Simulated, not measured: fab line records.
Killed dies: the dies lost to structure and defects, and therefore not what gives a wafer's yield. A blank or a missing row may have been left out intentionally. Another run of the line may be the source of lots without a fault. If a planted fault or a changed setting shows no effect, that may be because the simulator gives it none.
Comparing a struck lot with a sound one + flow gf180mcu + 14 steps out of a route of 602
Sound: these wafers, L755.1, L755.5, L755.6. Struck: wafers L764.2, L764.3, L764.6. The cause is named last.
For every step that has rows: the tool of each side, followed by ch and its chambers, followed by its first start. Under that, the readings that differ: sound wafers + struck wafers + difference of the means + sigmas: that difference in standard deviations of wafers without a fault.
alike: readings with means less than 2 such deviations apart, plus words and numbers identical on both sides. not compared: withheld readings, readings lacking a value on some wafer, bounds such as >300 that could conceal the same value, and numbers that have no deviation in the record and whose values overlap.
A row with sigmas, a row that says differs or no value, or rows on one side alone: a step with any of these is where the two part. Non-overlapping numbers with no deviation appear without sigmas and do not part them. A reading missing from all wafers of one side parts the sides only when that side holds two or more wafers.

first, 4 steps without rows for these wafers: GF_M1_SOFTBAKE_10 (time 60 s); GF_M1_EXPOSE_11 (exposes mask Metal1, target cd 230 nm); GF_M1_PEB_12 (peb time 90 s); GF_M1_DEVELOP_13 (develop time 60 s).
GF_M1_CD_MEAS_14: the cd target is 230 nm.
  sound: cd-sem-02 at day 19 17:53; struck: cd-sem-02 at day 22 22:20
  alike: cd-nm
GF_M1_OVL_MEAS_15:
  sound: overlay-02 at day 19 18:00; struck: overlay-01 at day 22 22:27
  alike: M1_OVL
GF_M1_METAL_ETCH_16: etches the open film in Cl2/BCl3, stops on SiO2, target depth 627.5 nm, time 104.6 s.
  sound on rie-metal-01 ch 0,1, day 19 18:02; struck on rie-metal-01 ch 0,1, day 22 22:29
  alike: drypump-motor-current-A, oes-product-au, throttle-valve-pct
  not compared: rf-hours-counter-h
GF_M1_STRIP_17: strips in O2/N2.
  sound on plasma-asher-03 ch 0,1, day 19 18:09; struck on plasma-asher-03 ch 0, day 22 22:35
  alike: drypump-motor-current-A, heater-power-w, oes-product-au, platen-temp-c, strip-time-to-endpoint-s
  not compared: rf-hours-counter-h
then, 3 steps without rows for these wafers: GF_M1_STRIP_18 (strips in post etch residue remover, time 1200 s); GF_M1_CLEAN_19 (cleans in DIW); GF_V1_CVD_00 (deposits SiO2, target thk 600 nm, time 100 s).
GF_V1_THK_MEAS_01:
  sound: film-metro-04 at day 19 18:46; struck: film-metro-01 at day 22 23:22
  alike: V1_CVD_00_THK
GF_V1_CVD_02: deposits SiO2 from TEOS, target thk 850 nm, time 94.851 s.
  sound on pecvd-01 ch 1,2, day 19 18:49; struck on pecvd-01 ch 0,1,2, day 22 23:25
  alike: heater-power-w
  not compared: model.SiO2_of_V1_CVD_02.thk-nm
GF_V1_THK_MEAS_03:
  sound: film-metro-01 at day 19 18:53; struck: film-metro-01 at day 22 23:29
  alike: V1_CVD_02_THK

WHERE THEY PART
Nowhere in this record.

WHY: the cause the simulator had injected
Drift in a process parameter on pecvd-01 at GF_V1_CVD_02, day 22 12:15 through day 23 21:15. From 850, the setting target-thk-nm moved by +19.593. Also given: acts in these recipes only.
